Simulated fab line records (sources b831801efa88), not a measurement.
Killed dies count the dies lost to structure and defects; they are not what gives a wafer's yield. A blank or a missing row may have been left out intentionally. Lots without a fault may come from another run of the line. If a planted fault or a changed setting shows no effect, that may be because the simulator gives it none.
fab line records    flow sky130
[record] lots = 11  wafers = 33  last_day = 50
route steps=708 shown METAL1@435 VIA1@472 METAL2@487 PAD_OPEN@708
lots with no fault: from the same line, run without faults
start_h: the number of hours between the record's first day and the start of the first shown wafer of the lot    wait_h: hours since the lot's step before    " as in the row above    L1.1+2: a row that stands for several wafers    - value missing, or start not given    * or withheld: withheld    < > ~ a bound
route shown NAME@n: names a module that has steps shown in the file, with the first one's number in the route    usual: mean and standard deviation over wafers with no fault    same: alike in all rows    chamber/n: place in a boat    sites: per-site readings    _std_site: standard deviation of those values    _edge_site: outer sites' mean less inner sites'    radius_mm: how far each site lies from the wafer's centre    mask NAME#n: copy n    behind: the last tool/chamber to shape the wafer    hold: why the lot went on hold/how many hours it stayed there/how the hold came to an end    device: whichever transistor did not switch (one of n, p or np)    end of line: tests run on the same wafers once the route is complete    a step given without rows: its recipe and nothing more    killed: dies that structure and defects cost at the first sort, which is not the same as the wafer's yield    map: a wafer's dies, x killed, . not, _ none there
set.NAME: the setting as run; set.NAME@STEP: as run at that earlier step    model.NAME: the simulator's own value behind a step, which no gauge read
steps of the route over a sample of lots; a table a step, a row a wafer
services: a tool's chamber out of use, with start hour (start_h, from the record's first day; less than 0 if before it), hours out, and reason
[[steps]]
[step SKY_METAL1_SPUTTER_01]
[recipe] material = TiN  target_thk_nm = 20  power_w = 6500  time_s = 16.7  chamber_pressure_pa = 0.4
[usual] throttle_valve_pct = 29.5/0.93
[same] time_s = 16.7
lot.wafer  tool            chamber  start_h  wait_h  throttle_valve_pct
L976.2     pvd_sputter-03  -        742.01   0.0     29.2
L976.5     "               -        "        "       30.7
L976.6     "               -        "        "       27.8
L977.2     pvd_sputter-01  -        742.48   0.0     29.8
L977.4     "               -        "        "       30.2
L977.5     "               -        "        "       28.1
L978.2     pvd_sputter-01  -        757.43   0.0     27.9
L978.4     "               -        "        "       29.7
L978.6     "               -        "        "       29.8
L979.1     pvd_sputter-02  -        795.23   0.0     29.3
L979.5     "               -        "        "       30.3
L979.6     "               -        "        "       29.2
L983.1     pvd_sputter-03  -        807.19   0.0     28.1
L983.2     "               -        "        "       30.8
L983.5     "               -        "        "       28.5
L988.1     pvd_sputter-03  -        840.16   0.0     29.0
L988.4     "               -        "        "       28.4
L988.6     "               -        "        "       28.0
L990.2     pvd_sputter-01  -        851.33   0.0     27.8
L990.5     "               -        "        "       30.2
L990.6     "               -        "        "       29.7
L991.2     pvd_sputter-02  -        858.72   0.0     29.4
L991.3     "               -        "        "       30.5
L991.5     "               -        "        "       30.8
L992.1     pvd_sputter-01  -        866.67   0.0     29.9
L992.3     "               -        "        "       30.2
L992.5     "               -        "        "       30.1
L995.1     pvd_sputter-03  -        889.98   0.0     28.5
L995.2     "               -        "        "       27.9
L995.6     "               -        "        "       28.4
L998.3     pvd_sputter-01  -        910.43   0.0     30.0
L998.5     "               -        "        "       30.1
L998.6     "               -        "        "       30.0
[step SKY_METAL1_RS_MEAS_05]
[recipe] thk_meas_gauge = four-point-probe  reads = TiN_of_METAL1_SPUTTER_04+Ti_of_METAL1_SPUTTER_03+AlCu_of_METAL1_SPUTTER_02+TiN_of_METAL1_SPUTTER_01+Ti_of_METAL1_SPUTTER_00
[usual] METAL1_ALCU_RS = 0.1269/0.0014
lot.wafer  tool           chamber  start_h  wait_h  METAL1_ALCU_RS[ohm/sq]
L976.2     film_metro-03  -        742.15   0.0     0.1258
L976.5     "              -        "        "       0.1276
L976.6     "              -        "        "       0.1268
L977.2     film_metro-04  -        742.62   0.0     0.1261
L977.4     "              -        "        "       0.1263
L977.5     "              -        "        "       0.1255
L978.2     film_metro-02  -        757.56   0.0     0.1241
L978.4     "              -        "        "       0.1252
L978.6     "              -        "        "       0.1258
L979.1     film_metro-03  -        795.35   0.0     0.1265
L979.5     "              -        "        "       0.1251
L979.6     "              -        "        "       0.1247
L983.1     film_metro-04  -        807.31   0.0     0.1258
L983.2     "              -        "        "       0.1270
L983.5     "              -        "        "       0.1277
L988.1     film_metro-04  -        840.28   0.0     0.1246
L988.4     "              -        "        "       0.1269
L988.6     "              -        "        "       0.1260
L990.2     film_metro-04  -        851.46   0.0     0.1255
L990.5     "              -        "        "       0.1270
L990.6     "              -        "        "       0.1269
L991.2     film_metro-03  -        858.87   0.0     0.1269
L991.3     "              -        "        "       0.1276
L991.5     "              -        "        "       0.1276
L992.1     film_metro-03  -        866.79   0.0     0.1274
L992.3     "              -        "        "       0.1264
L992.5     "              -        "        "       0.1271
L995.1     film_metro-04  -        890.10   0.0     0.1297
L995.2     "              -        "        "       0.1307
L995.6     "              -        "        "       0.1297
L998.3     film_metro-03  -        910.59   0.1     0.1266
L998.5     "              -        "        "       0.1279
L998.6     "              -        "        "       0.1278
[step SKY_VIA1_ETCH_14]
[recipe] chemistry = N2/H2  target = BARC  ion_energy_ev = 200  source_w = 500  bias_w = 100  pressure_mtorr = 30  n2_flow_sccm = 100  h2_flow_sccm = 200  stop_on = SiO2  time_s = 45.9  target_depth_a = 600
[usual] drypump_motor_current_A = 5.8/0.43  oes_product_au = 0.854/0.0052  throttle_valve_pct = 13.225/0.0088
[same] time_s = 45.9
lot.wafer  tool         chamber  start_h  wait_h  drypump_motor_current_A  oes_product_au  rf_hours_counter_h  throttle_valve_pct
L976.2     rie_diel-02  0        797.73   0.0     5.6                      0.855           3                   13.228
L976.5     "            0        "        "       5.6                      0.857           -                   13.224
L976.6     "            3        "        "       6.1                      0.855           -                   13.225
L977.2     rie_diel-03  1        798.08   0.0     6.6                      0.852           3                   13.226
L977.4     "            1        "        "       6.6                      0.852           -                   13.220
L977.5     "            3        "        "       5.9                      0.851           -                   13.227
L978.2     rie_diel-02  3        812.13   0.0     6.1                      0.845           15                  13.225
L978.4     "            2        "        "       5.9                      0.861           16                  13.226
L978.6     "            3        "        "       6.1                      0.858           -                   13.231
L979.1     rie_diel-01  1        850.58   0.0     5.0                      0.847           18                  13.238
L979.5     "            0        "        "       5.6                      0.863           -                   13.250
L979.6     "            1        "        "       4.9                      0.853           -                   13.214
L983.1     rie_diel-02  2        862.09   0.0     6.0                      0.848           17                  13.222
L983.2     "            1        "        "       6.5                      0.850           12                  13.232
L983.5     "            0        "        "       5.7                      0.853           -                   13.211
L988.1     rie_diel-02  2        893.65   0.0     6.0                      0.849           18                  13.234
L988.4     "            0        "        "       5.7                      0.856           5                   13.240
L988.6     "            3        "        "       6.1                      0.855           -                   13.218
L990.2     rie_diel-02  3        904.80   0.0     6.1                      0.858           18                  13.209
L990.5     "            3        "        "       6.1                      0.854           -                   13.221
L990.6     "            0        "        "       5.7                      0.854           -                   13.233
L991.2     rie_diel-01  3        911.88   0.0     5.5                      0.852           13                  13.231
L991.3     "            1        "        "       4.9                      0.855           20                  13.235
L991.5     "            3        "        "       5.5                      0.855           -                   13.218
L992.1     rie_diel-02  2        918.53   0.0     6.0                      0.860           19                  13.238
L992.3     "            1        "        "       6.5                      0.859           13                  13.224
L992.5     "            1        "        "       6.5                      0.860           -                   13.228
L995.1     rie_diel-01  2        941.00   0.0     5.5                      0.857           19                  13.228
L995.2     "            1        "        "       4.9                      0.847           20                  13.212
L995.6     "            0        "        "       5.6                      0.857           -                   13.232
L998.3     rie_diel-01  1        960.89   0.0     4.9                      0.855           21                  13.223
L998.5     "            1        "        "       4.9                      0.845           -                   13.226
L998.6     "            0        "        "       5.6                      0.851           -                   13.208
[step SKY_VIA1_STRIP_16]
[recipe] chemistry = O2/N2  power_w = 1400  pressure_mtorr = 1500  platen_temp_c = withheld  o2_flow_sccm = 3000  n2_flow_sccm = 300  overash_fraction = 0.5
[usual] drypump_motor_current_A = 5.5/0.35  oes_product_au = 0.416/0.0042  strip_time_to_endpoint_s = 4.465/0.023
lot.wafer  tool             chamber  start_h  wait_h  drypump_motor_current_A  oes_product_au  rf_hours_counter_h  strip_time_to_endpoint_s
L976.2     plasma_asher-02  0        797.82   0.0     4.9                      0.415           37                  4.487
L976.5     "                1        "        "       5.7                      0.423           -                   4.489
L976.6     "                0        "        "       4.8                      0.417           -                   4.473
L977.2     plasma_asher-02  1        798.17   0.0     5.7                      0.412           37                  4.472
L977.4     "                1        "        "       5.7                      0.417           -                   4.493
L977.5     "                1        "        "       5.7                      0.410           -                   4.474
L978.2     plasma_asher-03  1        812.22   0.0     5.7                      0.414           65                  4.468
L978.4     "                1        "        "       5.7                      0.416           -                   4.455
L978.6     "                1        "        "       5.7                      0.420           -                   4.475
L979.1     plasma_asher-03  1        850.67   0.0     5.7                      0.412           69                  4.439
L979.5     "                0        "        "       6.0                      0.416           -                   4.442
L979.6     "                1        "        "       5.7                      0.412           -                   4.471
L983.1     plasma_asher-04  1        862.18   0.0     5.6                      0.423           12                  4.485
L983.2     "                0        "        "       5.4                      0.413           12                  4.423
L983.5     "                1        "        "       5.6                      0.415           -                   4.458
L988.1     plasma_asher-02  1        893.74   0.0     5.7                      0.399           47                  4.155
L988.4     "                0        "        "       4.8                      0.403           -                   4.147
L988.6     "                1        "        "       5.7                      0.401           -                   4.140
L990.2     plasma_asher-02  0        904.89   0.0     4.8                      0.406           48                  4.117
L990.5     "                1        "        "       5.7                      0.398           -                   4.144
L990.6     "                0        "        "       4.9                      0.409           -                   4.115
L991.2     plasma_asher-04  1        911.97   0.0     5.6                      0.411           17                  4.494
L991.3     "                1        "        "       5.6                      0.413           -                   4.457
L991.5     "                0        "        "       5.4                      0.419           -                   4.468
L992.1     plasma_asher-04  1        918.62   0.0     5.6                      0.404           18                  4.157
L992.3     "                0        "        "       5.4                      0.409           -                   4.131
L992.5     "                0        "        "       5.4                      0.401           -                   4.161
L995.1     plasma_asher-02  1        941.09   0.0     5.7                      0.414           52                  4.460
L995.2     "                0        "        "       4.9                      0.421           52                  4.419
L995.6     "                0        "        "       4.9                      0.415           -                   4.449
L998.3     plasma_asher-04  1        961.02   0.1     5.6                      0.414           -                   4.435
L998.5     "                1        "        "       5.6                      0.417           -                   4.444
L998.6     "                0        "        "       5.4                      0.420           -                   4.450
[step SKY_METAL2_SPUTTER_04]
[recipe] material = TiN  target_thk_nm = 70  power_w = 6500  time_s = 58.3  chamber_pressure_pa = 0.4
[usual] throttle_valve_pct = 29.4/1
[same] time_s = 58.3
lot.wafer  tool            chamber  start_h  wait_h  throttle_valve_pct
L976.2     pvd_sputter-04  -        799.14   0.0     29.9
L976.5     "               -        "        "       30.2
L976.6     "               -        "        "       31.0
L977.2     pvd_sputter-01  -        799.49   0.0     28.1
L977.4     "               -        "        "       29.8
L977.5     "               -        "        "       30.1
L978.2     pvd_sputter-01  -        813.55   0.0     27.8
L978.4     "               -        "        "       30.0
L978.6     "               -        "        "       29.6
L979.1     pvd_sputter-04  -        852.00   0.0     31.0
L979.5     "               -        "        "       30.3
L979.6     "               -        "        "       30.2
L983.1     pvd_sputter-01  -        863.50   0.0     28.0
L983.2     "               -        "        "       29.9
L983.5     "               -        "        "       27.7
L988.1     pvd_sputter-01  -        895.06   0.0     27.9
L988.4     "               -        "        "       29.9
L988.6     "               -        "        "       27.9
L990.2     pvd_sputter-01  -        906.20   0.0     28.0
L990.5     "               -        "        "       30.1
L990.6     "               -        "        "       30.3
L991.2     pvd_sputter-01  -        913.29   0.0     30.3
L991.3     "               -        "        "       29.8
L991.5     "               -        "        "       28.1
L992.1     pvd_sputter-01  -        919.95   0.0     29.8
L992.3     "               -        "        "       30.0
L992.5     "               -        "        "       28.0
L995.1     pvd_sputter-03  -        942.41   0.0     30.8
L995.2     "               -        "        "       27.8
L995.6     "               -        "        "       30.8
L998.3     pvd_sputter-04  -        962.30   0.0     29.3
L998.5     "               -        "        "       30.4
L998.6     "               -        "        "       30.3
[step SKY_PAD_OPEN_PROBE_99]
[usual] defect_limited_yield = 82.9/2  killed_at_M0_to_M3 = 42/7.4  killed_at_M4_up = 3.3/2.1  killed_at_contacts = 24/5.3  killed_at_front_end = 15/4.5  killed_at_other = 0.3/0.57  killed_dies = 84/10  killed_open = 46/7.5  killed_short = 38/6.4  sort_bin_3_pad_short = 0.9/0.44  sort_bin_5_function = 10.2/1.5  sort_bin_6_memory = 6.0/1.1  sort_n_pass = 408/10  sort_yield_pct = 82.9/2
[same] gross_dies = 492  killed_at_back_side = 0  sort_bin_4_leakage[%] = 0  sort_bin_8_speed[%] = 0
lot.wafer  tool       chamber  start_h  wait_h  defect_limited_yield[%]  killed_at_M0_to_M3  killed_at_M4_up  killed_at_contacts  killed_at_front_end  killed_at_other  killed_dies  killed_open  killed_short  sort_bin_3_pad_short[%]  sort_bin_5_function[%]  sort_bin_6_memory[%]  sort_n_pass  sort_yield_pct[%]
L976.2     prober-01  -        1075.64  0.1     83.7                     39                  1                28                  12                   0                80           49           31            0.6                      11.6                    4.1                   412          83.7
L976.5     prober-01  -        1075.79  0.2     78.0                     50                  9                30                  19                   0                108          59           48            0.8                      12.2                    8.9                   384          78.0
L976.6     prober-01  -        1075.84  0.2     82.7                     43                  3                25                  14                   0                85           53           32            1.0                      9.6                     6.7                   407          82.7
L979.1     prober-02  -        1119.09  0.1     83.5                     27                  1                28                  24                   1                81           40           40            0.8                      10.4                    5.3                   411          83.5
L979.5     prober-02  -        1119.29  0.2     85.8                     34                  5                14                  15                   2                70           37           31            0.6                      8.9                     4.7                   422          85.8
L979.6     prober-02  -        1119.34  0.2     81.3                     46                  3                27                  15                   1                92           48           44            1.4                      10.8                    6.5                   400          81.3
L988.1     prober-02  -        1153.16  0.1     83.9                     51                  3                20                  5                    0                79           37           42            1.2                      11.0                    3.9                   413          83.9
L990.5     prober-02  -        1160.61  0.2     82.3                     47                  6                25                  9                    0                87           54           33            0.6                      12.2                    4.9                   405          82.3
L992.1     prober-02  -        1170.27  0.1     83.7                     37                  0                33                  10                   0                80           47           33            0.2                      10.4                    5.7                   412          83.7
L992.5     prober-02  -        1170.47  0.2     81.9                     48                  6                24                  11                   0                89           42           46            1.2                      10.0                    6.9                   403          81.9
// killed by level:class
L976.2 VIA1:geometric_particle:open=13 CONTACT:geometric_particle:open=11 LOCAL_INTERCONNECT:geometric_particle:short=6 VIA2:geometric_particle:open=6 METAL2:geometric_particle:short=5 FIELD_ISO:geometric_particle:open=4 VIA3:geometric_particle:open=4 FIELD_ISO:geometric_particle:short=3
L976.5 CONTACT:geometric_particle:open=11 VIA3:geometric_particle:open=11 LI_CONTACT:geometric_particle:open=10 METAL2:geometric_particle:short=9 VIA1:geometric_particle:open=6 VIA2:geometric_particle:open=6 VIA3:geometric_particle:short=6 LOCAL_INTERCONNECT:geometric_particle:short=5
L976.6 VIA1:geometric_particle:open=11 LI_CONTACT:geometric_particle:open=10 VIA3:geometric_particle:open=6 CONTACT:geometric_particle:open=6 FIELD_ISO:geometric_particle:open=5 METAL1:geometric_particle:short=5 METAL2:geometric_particle:short=5 LOCAL_INTERCONNECT:geometric_particle:short=4
L979.1 FIELD_ISO:geometric_particle:open=9 LI_CONTACT:geometric_particle:open=8 FIELD_ISO:geometric_particle:short=7 CONTACT:geometric_particle:open=7 VIA2:geometric_particle:open=7 CONTACT:geometric_particle:short=6 POLY_GATE:geometric_particle:short=5 LI_CONTACT:geometric_particle:short=4
L979.5 LI_CONTACT:geometric_particle:open=9 METAL1:geometric_particle:short=8 VIA1:geometric_particle:open=8 METAL4:geometric_particle:short=4 VIA3:geometric_particle:short=4 VIA2:geometric_particle:open=4 FIELD_ISO:geometric_particle:open=3 POLY_GATE:geometric_particle:short=3
L979.6 CONTACT:geometric_particle:open=13 VIA1:geometric_particle:open=8 METAL1:geometric_particle:short=7 METAL2:geometric_particle:short=6 LI_CONTACT:geometric_particle:open=5 VIA3:geometric_particle:short=5 LOCAL_INTERCONNECT:geometric_particle:short=4 VIA1:geometric_particle:short=4
L988.1 VIA1:geometric_particle:open=9 VIA3:geometric_particle:open=9 VIA1:geometric_particle:short=8 METAL1:geometric_particle:short=7 LI_CONTACT:geometric_particle:open=6 METAL2:geometric_particle:short=5 LI_CONTACT:geometric_particle:short=4 CONTACT:geometric_particle:short=4
L990.5 VIA1:geometric_particle:open=14 CONTACT:geometric_particle:open=9 VIA3:geometric_particle:open=8 VIA1:geometric_particle:short=6 CONTACT:geometric_particle:short=5 METAL2:geometric_particle:short=5 VIA2:geometric_particle:open=5 POLY_GATE:geometric_particle:open=4
L992.1 CONTACT:geometric_particle:open=12 VIA1:geometric_particle:open=12 LI_CONTACT:geometric_particle:open=6 LI_CONTACT:geometric_particle:short=6 METAL1:geometric_particle:short=5 VIA3:geometric_particle:open=5 FIELD_ISO:geometric_particle:short=4 LOCAL_INTERCONNECT:geometric_particle:open=4
L992.5 VIA1:geometric_particle:open=9 METAL2:geometric_particle:short=9 CONTACT:geometric_particle:open=8 METAL1:geometric_particle:short=8 LI_CONTACT:geometric_particle:open=6 VIA1:geometric_particle:short=6 CONTACT:geometric_particle:short=5 VIA3:geometric_particle:open=5
[[services]]
tool             chamber  start_h  hours  kind
plasma_asher-04  -        727.57   0.4    repair
plasma_asher-04  -        733.75   9.0    pm
plasma_asher-03  -        743.87   2.8    pm
plasma_asher-03  -        772.51   3.8    repair
pvd_sputter-02   -        775.32   1.7    repair
rie_diel-02      -        777.81   2.4    repair
pvd_sputter-01   -        784.47   0.7    repair
rie_diel-02      3        786.76   9.6    repair
pvd_sputter-03   -        788.87   10.8   repair
rie_diel-02      2        832.73   5.6    repair
rie_diel-02      0        843.86   6.9    repair
pvd_sputter-01   -        857.15   2.5    repair
rie_diel-02      3        857.60   2.5    repair
pvd_sputter-04   -        858.45   7.5    repair
pvd_sputter-01   -        868.29   0.9    repair
rie_diel-01      3        868.54   1.3    repair
pvd_sputter-03   -        891.56   6.3    repair
rie_diel-01      -        901.37   0.5    repair
rie_diel-01      0        901.42   11.7   repair
pvd_sputter-04   -        911.62   2.0    repair
rie_diel-01      0        945.56   3.9    repair
pvd_sputter-01   -        945.79   17.2   repair
rie_diel-02      -        951.05   2.8    pm
rie_diel-02      1        959.72   6.5    repair
[[key]]
[first_sign] step = SKY_VIA1_STRIP_16  reading = strip_time_to_endpoint_s  direction = down  sigmas = 14  usual = *  struck = *
[effect] step = SKY_VIA1_STRIP_16  reading = oes_product_au  direction = down  sigmas = 3  usual = 0.416  struck = 0.403
met_at SKY_VIA1_ETCH_14
struck_lots L988,L990,L992
not_acting_at SKY_METAL1_SPUTTER_01,SKY_METAL1_RS_MEAS_05,SKY_METAL2_SPUTTER_04
onset_between 862.09 893.65
[fault] kind = process_parameter_drift  tool = rie_diel-02  chamber = -  onset_h = 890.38  steps = SKY_VIA1_ETCH_14  channel = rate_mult  offset = 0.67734  shape = step  end_h = 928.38
